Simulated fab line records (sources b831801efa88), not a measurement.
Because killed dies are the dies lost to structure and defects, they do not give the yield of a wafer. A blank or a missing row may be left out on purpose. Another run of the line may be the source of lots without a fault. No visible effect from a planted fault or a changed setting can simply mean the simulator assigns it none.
Comparing a struck lot with a sound one    flow sky130    28 out of 708 route steps
Sound: the wafers L684.1, L684.5, L684.6. Wafers L688.1, L688.2, L688.4 were the ones struck. The cause is given at the end.
For every step that has rows: the tool of each side, followed by ch and its chambers, followed by its first start. Under that, the readings that differ: sound wafers    struck wafers    difference of the means    sigmas: that difference in standard deviations of wafers without a fault.
alike: readings with means less than 2 such deviations apart, plus words and numbers identical on both sides. not compared: withheld readings, readings lacking a value on some wafer, bounds such as >300 that could conceal the same value, and numbers that have no deviation in the record and whose values overlap.
Wherever a step has rows on one side only, a row that says differs or no value, or a row with sigmas, the two part there. Numbers that have no deviation but don't overlap get no sigmas and don't part them. Lack of a reading on every wafer of one side parts them only where that side has two or more wafers.

first, 1 step without rows for these wafers: SKY_VT_ADJUST_LVTN_IMPLANT_08.
SKY_VT_ADJUST_LVTN_STRIP_09: strips in O2/N2.
  sound on plasmaAsher-01 ch 0,1, day 7 01:00; struck on plasmaAsher-04 ch 0,1, day 8 03:10
  alike: drypumpMotorCurrentA, o2FlowSccm, oesProductAu, stripTimeToEndpointS
  not compared: rfHoursCounterH
SKY_VT_ADJUST_LVTN_TW_MEAS_10:
  struck on filmMetro-02, day 8 03:16; sound on filmMetro-03, day 7 01:06
  alike: VT_ADJUST_LVTN_TW
then, 7 steps without rows for these wafers: SKY_VT_ADJUST_LVTN_DEHYDRATE_11 (time 60 s); SKY_VT_ADJUST_LVTN_HMDS_12 (prime time 60 s); SKY_VT_ADJUST_LVTN_COAT_13 (resist thk 1140 nm); SKY_VT_ADJUST_LVTN_SOFTBAKE_14 (time 60 s); SKY_VT_ADJUST_LVTN_EXPOSE_15 (exposes mask HVN STD DERIVED, target cd 600 nm); SKY_VT_ADJUST_LVTN_PEB_16; SKY_VT_ADJUST_LVTN_DEVELOP_17 (develop time 60 s).
SKY_VT_ADJUST_LVTN_OVL_MEAS_18:
  struck on overlay-02, day 9 00:22; sound on overlay-01, day 7 20:23
  alike: VT_ADJUST_LVTN_01_OVL
after that, 1 step had no rows for these wafers: SKY_VT_ADJUST_LVTN_IMPLANT_19.
SKY_VT_ADJUST_LVTN_STRIP_20: strips in O2/N2.
  sound on plasmaAsher-02 ch 0,1, day 7 20:34; struck on plasmaAsher-02 ch 0,1, day 9 00:33
reading                                             sound              struck             difference                     sigmas
oesProductAu (a.u.)                                 0.717 0.718 0.724  0.923 0.931 0.900  +0.198                         +47
stripTimeToEndpointS (s)                            14.19 14.26 14.18  - - -              no value on the struck wafers  
model.NOVOLAK_of_VT_ADJUST_LVTN_COAT_13.thkNm (nm)  0 0 0              702.1 705.5 704.6  +704.1                         
  alike: drypumpMotorCurrentA, o2FlowSccm
  not compared: rfHoursCounterH
SKY_VT_ADJUST_LVTN_TW_MEAS_21:
  struck on filmMetro-04, day 9 00:39; sound on filmMetro-04, day 7 20:40
  alike: VT_ADJUST_LVTN_2_TW
then, 7 steps without rows for these wafers: SKY_VT_ADJUST_NCORE_DEHYDRATE_00 (time 60 s); SKY_VT_ADJUST_NCORE_HMDS_01 (prime time 60 s); SKY_VT_ADJUST_NCORE_COAT_02 (resist thk 1140 nm); SKY_VT_ADJUST_NCORE_SOFTBAKE_03 (time 60 s); SKY_VT_ADJUST_NCORE_EXPOSE_04 (exposes mask LVTN COMPLEMENT THIN, target cd 380 nm); SKY_VT_ADJUST_NCORE_PEB_05; SKY_VT_ADJUST_NCORE_DEVELOP_06 (develop time 60 s).
SKY_VT_ADJUST_NCORE_CD_MEAS_07 targets a cd of 380 nm.
  struck on cdSem-01, day 9 23:01; sound on cdSem-01, day 8 17:36
reading    sound              struck             difference  sigmas
cdNm (nm)  385.0 385.1 386.9  378.4 379.6 381.7  -5.8        -2
SKY_VT_ADJUST_NCORE_OVL_MEAS_08:
  struck on overlay-01, day 9 23:08; sound on overlay-02, day 8 17:43
  alike: VT_ADJUST_NCORE_OVL
after that, 1 step had no rows for these wafers: SKY_VT_ADJUST_NCORE_IMPLANT_09.
SKY_VT_ADJUST_NCORE_STRIP_10: strips in O2/N2.
  sound on plasmaAsher-03 ch 0,1, day 8 17:55; struck on plasmaAsher-04 ch 0,1, day 9 23:19
reading                   sound              struck             difference  sigmas
stripTimeToEndpointS (s)  14.22 14.25 14.19  24.73 24.78 24.75  +10.53      +99 or more
  alike: drypumpMotorCurrentA, o2FlowSccm, oesProductAu
  not compared: rfHoursCounterH
SKY_VT_ADJUST_NCORE_TW_MEAS_11:
  struck on filmMetro-01, day 9 23:25; sound on filmMetro-01, day 8 18:01
reading             sound              struck          difference  sigmas
VT_ADJUST_NCORE_TW  222.7 221.3 220.7  30.3 30.2 30.0  -191.4      -99 or more
then, 1 step without rows for these wafers: SKY_VT_ADJUST_HVTR_DEHYDRATE_00 (time 60 s).
-- record jumps: 38 days separate the struck wafers' starts on either side; left off in module VT_ADJUST_HVTR, taken up again in module PAD_OPEN, whose first shown step is the route's number 708 --
SKY_PAD_OPEN_PROBE_99:
  struck on prober-02, day 47 11:47; sound on prober-02, day 46 02:37
reading                              sound                          struck                         difference  sigmas
model.etest.nfet_16v.rOnOhmUm        1.424e+04 1.408e+04 1.403e+04  1.287e+04 1.297e+04 1.29e+04   -1.203e+03  
model.etest.pfet_16v.rOnOhmUm        1.529e+04 1.562e+04 1.536e+04  1.792e+04 1.808e+04 1.775e+04  +2.493e+03  
model.etest.pfetG5v0d10v5.rOnOhmUm   4776 4679 4641                 6238 6248 6142                 +1511       
model.etest.tipP.rsOhmSq             6974 6954 7045                 7781 7754 7786                 +783        
model.etest.pfet_01v8.rOnOhmUm       3056 3026 2940                 3436 3550 3413                 +459        
model.etest.tip_p_5v.rsOhmSq         2874 2860 2853                 3098 3127 3120                 +253        
model.etest.pfetG5v0d10v5.driveUaUm  342.1 347.3 348.2              236.8 235 238.7                -109.0      
model.etest.sramNfetPass.driveUaUm   461.5 471 490.9                535.9 559.2 562.5              +78.1       

## WHERE THEY PART
First at SKY_VT_ADJUST_LVTN_STRIP_20; last, within this record, at SKY_VT_ADJUST_NCORE_TW_MEAS_11.

WHY: whatever the simulator had introduced
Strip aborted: plasmaAsher-02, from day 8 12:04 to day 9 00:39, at SKY_VT_ADJUST_LVTN_STRIP_20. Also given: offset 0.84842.
